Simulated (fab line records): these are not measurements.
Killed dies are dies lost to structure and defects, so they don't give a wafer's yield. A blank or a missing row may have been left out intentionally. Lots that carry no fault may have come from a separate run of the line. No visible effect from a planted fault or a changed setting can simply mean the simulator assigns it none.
fab line records | flow sky130
record: lots: 24 wafers: 72 last_day: 51
route steps=708 shown VIA1@482 METAL2@486 CAPM@549 METAL3@568 VIA3@574
lots untouched by any fault: they come from a run of this same line in which no faults occurred
start_h: the number of hours between the record's first day and the start of the first shown wafer of the lot | wait_h: hours since the lot's step before | " the same as in the row above | L1.1+2: a row that stands for several wafers | - either no value or no given start | * or withheld: withheld | < > ~ a bound
route shown NAME@n: names a module that has steps shown in the file, with the first one's number in the route | usual: mean/standard deviation of fault-free wafers | same: alike in all rows | chamber/n: place in a boat | sites: the reading at each site | _std_site: the values' standard deviation | _edge_site: inner sites' mean taken away from outer sites' mean | radius_mm: how far each site lies from the wafer's centre | mask NAME#n: copy n | behind: the last tool/chamber to shape the wafer | hold: why the lot went on hold/how many hours it stayed there/how the hold came to an end | device: whichever transistor did not switch (one of n, p or np) | end of line: at the end of the route, the tests of the same wafers | where a step has no rows: the recipe by itself | killed: dies that structure and defects cost at the first sort, which is not the same as the wafer's yield | map: the dies of a wafer, with x for killed, . for not killed, _ for no die there
set.NAME: the setting the step ran with; set.NAME@STEP: the setting that earlier step ran with | model.NAME: the simulator's own value behind a step, which no gauge read
a sample of lots followed through the steps of the route, with each step as a table and each wafer as a row
services: when a tool's chamber went out of use (start_h, in hours from the record's first day, below 0 if earlier), for how many hours, and the reason
== steps ==
step: SKY_VIA1_CMP_24
recipe: stop_on: SiO2 t_overpolish_s: 15 down_force_psi: 3.5 platen_rpm: 60 target_thk_nm: 0 pad_velocity_m_s: 0.94248
usual: motor_current_A: 10.7/0.59 overpolish_run_s: 15.001/0.0087 slurry_flow_ml_min: 150.0/0.43 time_to_endpoint_s: 64.4/2.9
columns lot.wafer tool chamber start_h wait_h motor_current_A overpolish_run_s slurry_flow_ml_min time_to_endpoint_s
L074.2 cmp-01 1 811.00 0.1 10.4 15.007 149.6 64.6
L074.1 " 2 " " 11.1 14.993 150.4 66.0
L074.6 " 0 " " 10.0 15.011 149.7 66.0
L075.1 cmp-01 2 823.97 3.9 10.8 14.997 149.8 64.9
L075.3 " 0 " " 9.8 15.012 150.6 65.2
L075.6 " 2 " " 10.8 15.013 149.7 65.3
L076.2 cmp-01 2 827.52 0.1 10.9 15.001 149.6 62.7
L076.3 " 3 " " 11.3 15.011 150.7 61.5
L076.6 " 0 " " 9.9 14.985 149.7 68.4
L077.3 cmp-01 3 833.41 0.1 11.4 15.008 149.4 61.0
L077.5 " 2 " " 10.4 15.012 150.4 60.9
L077.6 " 3 " " 10.9 15.005 149.8 56.1
L078.2 cmp-01 2 854.31 0.1 11.1 15.008 149.8 62.4
L078.1 " 0 " " 9.7 15.025 150.1 67.7
L078.6 " 2 " " 10.5 15.008 149.5 63.6
L079.1 cmp-02 2 859.10 0.3 11.1 15.011 149.8 62.7
L079.4 " 3 " " 11.3 14.995 149.5 63.5
L079.6 " 1 " " 11.5 15.016 150.5 66.8
L080.3 cmp-02 0 865.69 0.1 10.9 15.014 150.2 65.1
L080.1 " 1 " " 10.4 15.022 150.3 63.7
L080.5 " 0 " " 10.7 14.994 150.2 66.8
L081.1 cmp-01 1 868.47 0.1 10.7 14.985 150.8 67.5
L081.4 " 2 " " 10.5 14.997 150.0 64.2
L081.5 " 1 " " 10.2 14.996 149.9 67.7
L082.1 cmp-01 0 884.62 0.1 9.1 14.997 149.9 65.9
L082.2 " 1 " " 10.1 14.995 149.8 68.1
L082.5 " 3 " " 11.8 15.012 149.5 63.7
L083.3 cmp-02 2 885.91 0.1 11.3 14.986 150.6 63.0
L083.1 " 0 " " 10.7 14.991 149.9 64.3
L083.5 " 2 " " 11.6 15.002 150.6 62.3
L084.1 cmp-02 0 888.61 0.1 10.7 15.012 150.2 65.3
L084.4 " 3 " " 11.6 14.979 150.2 64.2
L084.6 " 1 " " 10.9 15.010 150.1 64.1
L085.3 cmp-02 3 893.32 0.0 11.3 15.009 149.5 62.2
L085.4 " 0 " " 11.4 14.990 150.1 58.8
L085.6 " 3 " " 11.8 15.017 149.8 59.8
L086.4 cmp-01 2 907.27 0.0 10.6 14.996 150.2 61.1
L086.5 " 2 " " 10.6 15.000 150.3 60.5
L086.6 " 3 " " 11.1 14.998 149.9 64.7
L088.2 cmp-02 1 913.74 0.1 11.2 14.992 149.6 59.4
L088.3 " 2 " " 11.3 15.005 150.3 58.5
L088.1 " 3 " " 11.2 15.011 149.9 61.2
L087.2 cmp-01 0 916.65 1.1 10.0 15.003 149.9 69.4
L087.6 " 3 " " 10.9 15.014 149.7 67.3
L087.5 " 0 " " 9.6 14.993 149.9 68.0
L089.3 cmp-01 0 916.90 1.1 9.4 14.985 150.4 67.0
L089.4 " 1 " " 10.4 15.005 149.6 64.4
L089.6 " 1 " " 10.3 14.983 150.3 68.3
L090.2 cmp-02 2 925.80 0.1 11.6 15.005 149.8 64.2
L090.3 " 0 " " 10.4 15.001 150.0 64.5
L090.5 " 2 " " 11.3 14.998 150.0 63.9
L091.1 cmp-01 2 930.35 0.1 11.0 14.991 150.2 64.3
L091.4 " 0 " " 9.8 15.003 150.0 64.9
L091.5 " 1 " " 10.0 15.005 149.3 67.7
L092.2 cmp-01 0 938.49 0.1 9.4 15.002 149.3 67.4
L092.5 " 2 " " 10.2 14.989 150.5 67.0
L092.6 " 3 " " 11.5 14.997 149.7 63.3
L093.4 cmp-02 2 944.41 0.0 11.2 15.001 149.7 62.0
L093.2 " 0 " " 11.2 14.998 149.7 67.5
L093.1 " 1 " " 11.0 14.998 149.9 68.6
L094.2 cmp-02 1 948.09 0.0 10.5 14.999 150.5 65.3
L094.3 " 3 " " 10.7 14.999 150.2 66.5
L094.6 " 2 " " 10.8 15.004 150.7 61.6
L095.4 cmp-01 0 955.86 0.0 9.5 14.995 149.4 61.4
L095.3 " 2 " " 10.9 14.995 150.6 59.7
L095.5 " 0 " " 9.6 15.002 150.1 63.4
L096.2 cmp-02 3 963.56 0.1 11.3 14.987 150.6 70.3
L096.4 " 0 " " 11.0 14.996 150.0 69.0
L096.1 " 1 " " 11.0 15.005 150.3 67.8
L097.4 cmp-01 1 973.81 0.6 10.5 15.007 150.7 64.2
L097.5 " 2 " " 10.4 14.989 150.4 60.4
L097.6 " 3 " " 10.9 14.996 149.6 59.5
step: SKY_METAL2_SPUTTER_03
recipe: material: Ti target_thk_nm: 5 power_w: 3000 time_s: 3.3 chamber_pressure_pa: 0.4
usual: throttle_valve_pct: 29.5/1
same: time_s: 3.3
columns lot.wafer tool chamber start_h wait_h throttle_valve_pct
L074.1 pvd_sputter-03 - 811.27 0.0 30.8
L074.2 " - " " 28.2
L074.6 " - " " 28.1
L075.1 pvd_sputter-02 - 824.29 0.0 30.0
L075.3 " - " " 29.8
L075.6 " - " " 29.9
L076.2 pvd_sputter-02 - 827.79 0.0 29.8
L076.3 " - " " 30.1
L076.6 " - " " 30.0
L077.3 pvd_sputter-01 - 833.73 0.0 30.2
L077.5 " - " " 28.4
L077.6 " - " " 30.4
L078.1 pvd_sputter-02 - 854.63 0.0 30.6
L078.2 " - " " 30.2
L078.6 " - " " 30.7
L079.1 pvd_sputter-02 - 859.37 0.0 29.8
L079.4 " - " " 29.9
L079.6 " - " " 29.9
L080.1 pvd_sputter-02 - 866.01 0.0 30.9
L080.3 " - " " 29.8
L080.5 " - " " 30.8
L081.1 pvd_sputter-02 - 868.84 0.0 29.9
L081.4 " - " " 29.8
L081.5 " - " " 29.9
L082.1 pvd_sputter-01 - 884.89 0.0 30.4
L082.2 " - " " 30.3
L082.5 " - " " 30.2
L083.1 pvd_sputter-02 - 886.23 0.0 29.9
L083.3 " - " " 29.9
L083.5 " - " " 31.0
L084.1 pvd_sputter-03 - 888.98 0.0 28.2
L084.4 " - " " 30.5
L084.6 " - " " 29.1
L085.3 pvd_sputter-01 - 893.69 0.0 30.4
L085.4 " - " " 30.2
L085.6 " - " " 30.2
L086.4 pvd_sputter-01 - 907.64 0.0 30.1
L086.5 " - " " 28.0
L086.6 " - " " 30.2
L088.1 pvd_sputter-03 - 914.06 0.0 30.7
L088.2 " - " " 28.9
L088.3 " - " " 28.4
L087.2 pvd_sputter-01 - 916.97 0.0 28.3
L087.5 " - " " 30.0
L087.6 " - " " 27.8
L089.3 pvd_sputter-02 - 917.27 0.0 29.8
L089.4 " - " " 31.0
L089.6 " - " " 29.9
L090.2 pvd_sputter-01 - 926.12 0.0 30.3
L090.3 " - " " 27.8
L090.5 " - " " 29.9
L091.1 pvd_sputter-01 - 930.67 0.0 30.2
L091.4 " - " " 27.9
L091.5 " - " " 27.8
L092.2 pvd_sputter-02 - 938.76 0.0 30.8
L092.5 " - " " 30.8
L092.6 " - " " 29.8
L093.1 pvd_sputter-03 - 944.78 0.0 28.0
L093.2 " - " " 30.6
L093.4 " - " " 28.8
L094.2 pvd_sputter-03 - 948.46 0.0 30.5
L094.3 " - " " 29.2
L094.6 " - " " 29.0
L095.3 pvd_sputter-01 - 956.24 0.0 28.1
L095.4 " - " " 27.3
L095.5 " - " " 30.1
L096.1 pvd_sputter-02 - 963.88 0.0 30.8
L096.2 " - " " 29.9
L096.4 " - " " 29.8
L097.4 pvd_sputter-01 - 974.04 0.0 27.6
L097.5 " - " " 28.2
L097.6 " - " " 30.3
step: SKY_METAL2_DESCUM_17
recipe: chemistry: O2 source_power_w: 150 bias_power_w: 0 pressure_mtorr: 10 temp_c: 40 time_s: 8
usual: chamber_pressure_mTorr: 10.000/0.0091 drypump_motor_current_A: 6.06/0.29 oes_product_au: 0.997/0.011
same: time_s: 8
columns lot.wafer tool chamber start_h wait_h chamber_pressure_mTorr drypump_motor_current_A oes_product_au rf_hours_counter_h
L074.1 rie_metal-02 1 837.82 0.0 9.979 6.24 0.995 10
L074.2 " 0 " " 9.992 5.84 1.015 8
L074.6 " 0 " " 10.004 5.87 1.001 -
L075.1 rie_metal-03 0 850.94 0.0 9.977 6.16 0.984 8
L075.3 " 0 " " 9.993 6.17 0.982 -
L075.6 " 0 " " 9.998 6.15 0.990 -
L076.2 rie_metal-04 0 855.85 0.0 9.989 5.65 0.976 5
L076.3 " 1 " " 10.011 6.51 0.991 -
L076.6 " 1 " " 9.997 6.54 0.990 -
L077.3 rie_metal-03 1 860.86 0.0 10.012 5.84 1.004 -
L077.5 " 0 " " 10.008 6.13 0.979 -
L077.6 " 1 " " 9.999 5.87 1.010 -
L078.1 rie_metal-04 1 881.97 0.0 10.004 6.51 1.005 2
L078.2 " 0 " " 10.014 5.63 0.990 6
L078.6 " 1 " " 10.010 6.51 0.995 -
L079.1 rie_metal-04 1 886.57 0.0 9.994 6.55 0.994 2
L079.4 " 1 " " 10.005 6.53 1.002 -
L079.6 " 0 " " 9.998 5.65 0.989 -
L080.1 rie_metal-03 0 892.57 0.0 10.008 6.15 0.989 10
L080.3 " 0 " " 10.005 6.16 0.989 -
L080.5 " 1 " " 10.011 5.83 1.003 -
L081.1 rie_metal-02 0 895.72 0.0 9.995 5.89 1.006 10
L081.4 " 0 " " 10.003 5.89 0.992 -
L081.5 " 0 " " 10.000 5.88 1.000 -
L082.1 rie_metal-03 1 911.19 0.0 10.011 5.82 1.000 4
L082.2 " 0 " " 9.993 6.15 0.988 11
L082.5 " 1 " " 9.994 5.80 0.998 -
L083.1 rie_metal-04 0 912.79 0.0 9.996 5.64 0.991 8
L083.3 " 1 " " 9.999 6.51 0.997 -
L083.5 " 1 " " 10.005 6.50 0.987 -
L084.1 rie_metal-02 1 915.59 0.0 9.997 6.27 1.006 13
L084.4 " 1 " " 9.998 6.25 1.002 -
L084.6 " 0 " " 10.002 5.86 1.012 -
L085.3 rie_metal-04 0 919.81 0.0 9.997 5.65 0.989 -
L085.4 " 1 " " 9.985 6.53 1.001 -
L085.6 " 0 " " 9.997 5.63 1.004 -
L086.4 rie_metal-04 1 933.21 0.0 9.998 6.52 0.990 -
L086.5 " 1 " " 10.006 6.53 0.989 -
L086.6 " 0 " " 10.004 5.65 0.998 -
L088.1 rie_metal-02 1 940.14 0.0 9.999 6.27 1.008 14
L088.2 " 0 " " 10.009 5.86 1.004 12
L088.3 " 1 " " 9.994 6.25 1.013 -
L087.2 rie_metal-03 1 942.64 0.0 10.010 5.81 1.011 6
L087.5 " 0 " " 10.003 6.14 0.991 -
L087.6 " 1 " " 10.004 5.77 1.007 -
L089.3 rie_metal-02 1 942.86 0.0 9.994 6.26 0.995 -
L089.4 " 0 " " 9.998 5.87 1.008 -
L089.6 " 0 " " 9.994 5.88 0.997 -
L090.2 rie_metal-02 0 951.12 0.0 10.008 5.85 1.007 13
L090.3 " 1 " " 9.981 6.25 1.017 -
L090.5 " 0 " " 9.988 5.89 1.003 -
L091.1 rie_metal-02 1 956.55 0.0 9.986 6.24 1.010 15
L091.4 " 1 " " 10.006 6.25 1.009 -
L091.5 " 1 " " 9.985 6.23 1.009 -
L092.2 rie_metal-02 1 963.79 0.0 9.993 6.27 1.004 15
L092.5 " 1 " " 9.997 6.27 1.012 -
L092.6 " 0 " " 10.005 5.88 1.014 -
L093.1 rie_metal-02 1 970.19 0.0 9.999 6.24 1.006 16
L093.2 " 0 " " 10.011 5.86 1.012 14
L093.4 " 1 " " 9.990 6.24 1.010 -
L094.2 rie_metal-04 1 974.49 0.0 10.003 6.52 0.988 6
L094.3 " 1 " " 10.006 6.50 0.993 -
L094.6 " 1 " " 10.006 6.48 0.995 -
L095.3 rie_metal-03 0 981.60 0.0 10.012 6.15 0.976 -
L095.4 " 0 " " 9.998 6.13 0.986 -
L095.5 " 0 " " 10.018 6.14 0.984 -
L096.1 rie_metal-02 0 988.55 0.0 9.989 5.85 1.007 15
L096.2 " 1 " " 9.994 6.24 1.009 17
L096.4 " 0 " " 10.000 5.89 1.012 -
L097.4 rie_metal-04 1 999.08 0.0 10.009 6.50 0.992 -
L097.5 " 1 " " 9.985 6.50 0.988 -
L097.6 " 0 " " 9.988 5.65 0.975 -
step: SKY_CAPM_OVL_MEAS_12
usual: CAPM_OVL: -1.0/1.5
columns lot.wafer tool chamber start_h wait_h CAPM_OVL[nm]
L074.1 overlay-01 - 894.79 0.1 -0.6
L074.2 " - " " -2.4
L074.6 " - " " -2.9
L075.1 overlay-01 - 906.99 0.1 -1.8
L075.3 " - " " -1.8
L075.6 " - " " -1.8
L076.2 overlay-02 - 911.84 0.1 -1.9
L076.3 " - " " -1.5
L076.6 " - " " -0.4
L077.3 overlay-01 - 917.20 0.1 0.6
L077.5 " - " " 0.7
L077.6 " - " " 1.2
L078.1 overlay-02 - 936.64 0.1 -3.7
L078.2 " - " " -3.8
L078.6 " - " " -2.1
L079.1 overlay-01 - 942.09 0.1 1.7
L079.4 " - " " -1.1
L079.6 " - " " -0.6
L080.1 overlay-01 - 946.54 0.1 -1.3
L080.3 " - " " -0.1
L080.5 " - " " -1.4
L081.1 overlay-01 - 949.94 0.1 -0.7
L081.4 " - " " -0.9
L081.5 " - " " -0.4
L082.1 overlay-02 - 965.24 0.1 -0.3
L082.2 " - " " 2.2
L082.5 " - " " -0.7
L083.1 overlay-01 - 967.24 0.1 -0.6
L083.3 " - " " -0.9
L083.5 " - " " -1.2
L084.1 overlay-02 - 969.39 0.1 -2.5
L084.4 " - " " -2.6
L084.6 " - " " -0.6
L085.3 overlay-01 - 972.90 0.1 -3.4
L085.4 " - " " -2.4
L085.6 " - " " -4.1
L086.4 overlay-02 - 985.41 0.1 1.3
L086.5 " - " " -0.9
L086.6 " - " " -1.0
L088.1 overlay-01 - 993.44 0.1 -1.3
L088.2 " - " " -2.0
L088.3 " - " " -1.9
L087.2 overlay-02 - 995.04 0.1 -2.6
L087.5 " - " " -1.8
L087.6 " - " " -1.8
L089.3 overlay-01 - 995.35 0.1 -1.6
L089.4 " - " " -2.1
L089.6 " - " " -1.4
L090.2 overlay-01 - 1003.49 0.1 -0.8
L090.3 " - " " -1.6
L090.5 " - " " -1.6
L091.1 overlay-02 - 1008.39 0.1 1.5
L091.4 " - " " 0.3
L091.5 " - " " -0.8
L092.2 overlay-02 - 1015.75 0.1 -3.6
L092.5 " - " " -3.3
L092.6 " - " " -3.1
L093.1 overlay-01 - 1022.24 0.1 -2.8
L093.2 " - " " -4.1
L093.4 " - " " -3.9
L094.2 overlay-02 - 1025.60 0.1 -0.9
L094.3 " - " " -1.4
L094.6 " - " " -0.1
L095.3 overlay-01 - 1031.00 0.1 0.2
L095.4 " - " " -0.4
L095.5 " - " " -0.3
L096.1 overlay-01 - 1040.69 0.1 0.0
L096.2 " - " " -0.3
L096.4 " - " " 0.0
L097.4 overlay-02 - 1050.16 0.1 2.0
L097.5 " - " " 1.7
L097.6 " - " " 1.3
step: SKY_METAL3_METAL_ETCH_18
recipe: target_depth_a: 8450 stop_on: SiO2 over_etch_frac: 0.3 time_s: 183.1 chemistry: Cl2/BCl3 resist_sidewall_deg: 88 pressure_mtorr: 10 icp_w: 900 bias_w: 48.5 Cl2_flow_sccm: 60 bcl3_flow_sccm: 30
usual: chamber_pressure_mTorr: 10.000/0.0089 drypump_motor_current_A: 5.8/0.55 oes_product_au: 0.864/0.0071 throttle_valve_pct: 22.265/0.0084
same: time_s: 183.1
columns lot.wafer tool chamber start_h wait_h chamber_pressure_mTorr drypump_motor_current_A oes_product_au rf_hours_counter_h throttle_valve_pct
L074.1 rie_metal-04 1 921.65 0.0 10.002 6.5 0.873 4 22.267
L074.2 " 0 " " 9.997 5.6 0.868 8 22.272
L074.6 " 1 " " 10.014 6.5 0.877 - 22.267
L075.1 rie_metal-03 1 933.65 0.0 9.992 5.8 0.868 5 22.264
L075.3 " 0 " " 9.995 6.1 0.870 - 22.270
L075.6 " 1 " " 9.998 5.8 0.876 - 22.258
L076.2 rie_metal-04 0 937.87 0.0 9.999 5.6 0.866 9 22.262
L076.3 " 1 " " 10.004 6.5 0.864 - 22.266
L076.6 " 0 " " 9.998 5.7 0.853 - 22.262
L077.3 rie_metal-01 1 943.46 0.1 10.003 4.9 0.859 - 22.257
L077.5 " 1 " " 10.012 4.8 0.873 - 22.266
L077.6 " 1 " " 9.995 4.8 0.872 - 22.263
L078.1 rie_metal-03 1 963.07 0.0 9.993 5.8 0.862 7 22.258
L078.2 " 0 " " 9.985 6.2 0.844 13 22.261
L078.6 " 1 " " 9.997 5.8 0.845 - 22.259
L079.1 rie_metal-03 0 968.32 0.0 9.985 6.1 0.858 14 22.283
L079.4 " 0 " " 9.997 6.2 0.871 - 22.263
L079.6 " 0 " " 9.997 6.2 0.867 - 22.253
L080.1 rie_metal-03 0 972.63 0.0 9.993 6.1 0.864 15 22.272
L080.3 " 0 " " 9.988 6.2 0.872 - 22.274
L080.5 " 0 " " 9.998 6.2 0.864 - 22.276
L081.1 rie_metal-01 1 975.62 0.0 10.007 4.8 0.872 10 22.257
L081.4 " 1 " " 10.002 4.8 0.870 - 22.246
L081.5 " 1 " " 10.004 4.9 0.867 - 22.266
L082.1 rie_metal-03 1 991.13 0.0 10.007 5.8 0.862 7 22.244
L082.2 " 0 " " 9.989 6.2 0.861 17 22.279
L082.5 " 0 " " 9.998 6.1 0.864 - 22.260
L083.1 rie_metal-03 1 993.08 0.0 9.986 5.8 0.868 7 22.261
L083.3 " 1 " " 9.995 5.8 0.862 - 22.274
L083.5 " 0 " " 9.998 6.1 0.872 - 22.255
L084.1 rie_metal-03 0 994.74 0.0 10.009 6.1 0.869 17 22.265
L084.4 " 1 " " 9.995 5.8 0.876 - 22.262
L084.6 " 0 " " 10.009 6.1 0.866 - 22.242
L085.3 rie_metal-03 0 998.73 0.1 10.024 6.2 0.862 - 22.252
L085.4 " 1 " " 9.980 5.8 0.870 - 22.262
L085.6 " 0 " " 9.993 6.1 0.868 - 22.259
L086.4 rie_metal-04 0 1011.14 0.1 9.990 5.7 0.866 - 22.271
L086.5 " 1 " " 10.007 6.5 0.881 - 22.259
L086.6 " 0 " " 9.985 5.7 0.868 - 22.287
L088.1 rie_metal-04 0 1018.75 0.0 9.987 5.6 0.849 14 22.267
L088.2 " 1 " " 9.996 6.6 0.861 9 22.266
L088.3 " 0 " " 9.998 5.7 0.863 - 22.265
L087.2 rie_metal-04 1 1019.87 0.0 9.988 6.5 0.867 9 22.262
L087.5 " 1 " " 10.016 6.6 0.865 - 22.271
L087.6 " 0 " " 9.985 5.6 0.871 - 22.266
L089.3 rie_metal-01 1 1021.06 0.1 10.006 4.9 0.853 - 22.255
L089.4 " 1 " " 10.008 4.8 0.872 - 22.272
L089.6 " 1 " " 9.998 4.9 0.860 - 22.256
L090.2 rie_metal-04 1 1028.30 0.0 10.005 6.5 0.871 10 22.274
L090.3 " 0 " " 9.986 5.6 0.861 - 22.254
L090.5 " 1 " " 9.999 6.5 0.863 - 22.252
L091.1 rie_metal-03 1 1032.42 0.0 9.994 5.9 0.860 10 22.258
L091.4 " 1 " " 10.013 5.8 0.852 - 22.270
L091.5 " 0 " " 9.984 6.1 0.864 - 22.265
L092.2 rie_metal-04 1 1040.47 0.0 10.013 6.5 0.869 10 22.264
L092.5 " 1 " " 10.000 6.5 0.862 - 22.277
L092.6 " 0 " " 10.018 5.6 0.855 - 22.278
L093.1 rie_metal-03 0 1046.95 0.0 10.020 6.2 0.869 20 22.249
L093.2 " 1 " " 10.006 5.8 0.867 11 22.271
L093.4 " 0 " " 10.004 6.2 0.864 - 22.255
L094.2 rie_metal-03 0 1050.17 0.0 10.005 6.1 0.861 21 22.269
L094.3 " 0 " " 9.997 6.1 0.855 - 22.273
L094.6 " 0 " " 10.003 6.1 0.865 - 22.280
L095.3 rie_metal-01 1 1055.24 0.1 9.988 4.8 0.863 - 22.274
L095.4 " 1 " " 10.009 4.8 0.869 - 22.260
L095.5 " 1 " " 9.996 4.8 0.863 - 22.262
L096.1 rie_metal-03 1 1064.60 0.0 9.977 5.8 0.865 12 22.253
L096.2 " 0 " " 9.993 6.2 0.863 21 22.265
L096.4 " 0 " " 9.998 6.2 0.866 - 22.260
L097.4 rie_metal-01 1 1074.02 0.2 9.998 4.8 0.867 - 22.273
L097.5 " 1 " " 9.996 4.8 0.868 - 22.257
L097.6 " 1 " " 10.000 4.8 0.856 - 22.275
step: SKY_VIA3_THK_MEAS_01
recipe: reads: SiO2_of_VIA3_HDPCVD_00
usual: VIA3_HDPCVD_THK: 1623/16
columns lot.wafer tool chamber start_h wait_h VIA3_HDPCVD_THK[nm]
L074.1 film_metro-04 - 922.67 0.1 1615
L074.2 " - " " 1628
L074.6 " - " " 1620
L075.1 film_metro-04 - 934.59 0.1 1644
L075.3 " - " " 1597
L075.6 " - " " 1646
L076.2 film_metro-03 - 938.82 0.1 1636
L076.3 " - " " 1625
L076.6 " - " " 1615
L077.3 film_metro-04 - 944.48 0.1 1609
L077.5 " - " " 1642
L077.6 " - " " 1630
L078.1 film_metro-03 - 964.00 0.1 1631
L078.2 " - " " 1635
L078.6 " - " " 1629
L079.1 film_metro-02 - 969.44 0.1 1606
L079.4 " - " " 1595
L079.6 " - " " 1627
L080.1 film_metro-04 - 973.74 0.1 1595
L080.3 " - " " 1618
L080.5 " - " " 1613
L081.1 film_metro-04 - 976.74 0.1 1611
L081.4 " - " " 1622
L081.5 " - " " 1606
L082.1 film_metro-04 - 992.11 0.1 1619
L082.2 " - " " 1634
L082.5 " - " " 1627
L083.1 film_metro-03 - 994.06 0.1 1624
L083.3 " - " " 1626
L083.5 " - " " 1644
L084.1 film_metro-04 - 996.01 0.1 1629
L084.4 " - " " 1609
L084.6 " - " " 1616
L085.3 film_metro-04 - 999.69 0.1 1625
L085.4 " - " " 1631
L085.6 " - " " 1615
L086.4 film_metro-04 - 1012.06 0.0 1616
L086.5 " - " " 1619
L086.6 " - " " 1642
L088.1 film_metro-04 - 1019.68 0.1 1593
L088.2 " - " " 1624
L088.3 " - " " 1590
L087.2 film_metro-03 - 1021.16 0.1 1606
L087.5 " - " " 1601
L087.6 " - " " 1621
L089.3 film_metro-04 - 1022.48 0.1 1621
L089.4 " - " " 1643
L089.6 " - " " 1646
L090.2 film_metro-02 - 1029.25 0.1 1656
L090.3 " - " " 1635
L090.5 " - " " 1655
L091.1 film_metro-02 - 1033.42 0.1 1628
L091.4 " - " " 1646
L091.5 " - " " 1624
L092.2 film_metro-03 - 1041.85 0.1 1613
L092.5 " - " " 1617
L092.6 " - " " 1618
L093.1 film_metro-03 - 1047.98 0.1 1597
L093.2 " - " " 1599
L093.4 " - " " 1616
L094.2 film_metro-03 - 1051.23 0.1 1638
L094.3 " - " " 1610
L094.6 " - " " 1613
L095.3 film_metro-02 - 1056.26 0.1 1602
L095.4 " - " " 1606
L095.5 " - " " 1611
L096.1 film_metro-04 - 1065.55 0.1 1640
L096.2 " - " " 1646
L096.4 " - " " 1630
L097.4 film_metro-02 - 1074.99 0.0 1617
L097.5 " - " " 1625
L097.6 " - " " 1642
== services ==
columns tool chamber start_h hours kind
cmp-02 - 817.50 8.1 pm
cmp-01 - 819.18 3.8 repair
rie_metal-04 0 824.26 3.5 repair
cmp-01 - 836.62 0.8 repair
rie_metal-02 - 836.66 1.1 repair
rie_metal-04 - 841.41 6.6 repair
rie_metal-03 1 846.53 11.9 repair
cmp-01 - 856.57 7.6 pm
pvd_sputter-01 - 884.99 2.0 repair
pvd_sputter-02 - 887.82 1.0 repair
cmp-02 - 894.23 13.3 pm
cmp-01 - 912.00 4.0 pm
cmp-02 - 915.41 2.3 repair
cmp-01 - 950.76 2.6 repair
rie_metal-03 1 964.36 25.9 repair
pvd_sputter-01 - 964.91 0.7 repair
cmp-02 - 972.12 3.2 repair
pvd_sputter-01 - 994.16 3.2 repair
cmp-02 - 1004.76 3.2 repair
cmp-01 - 1018.59 3.0 repair
cmp-02 - 1027.46 5.6 pm
rie_metal-04 - 1028.64 1.4 pm
rie_metal-02 - 1028.82 2.8 pm
cmp-01 - 1055.81 0.5 repair
== key ==
fault none
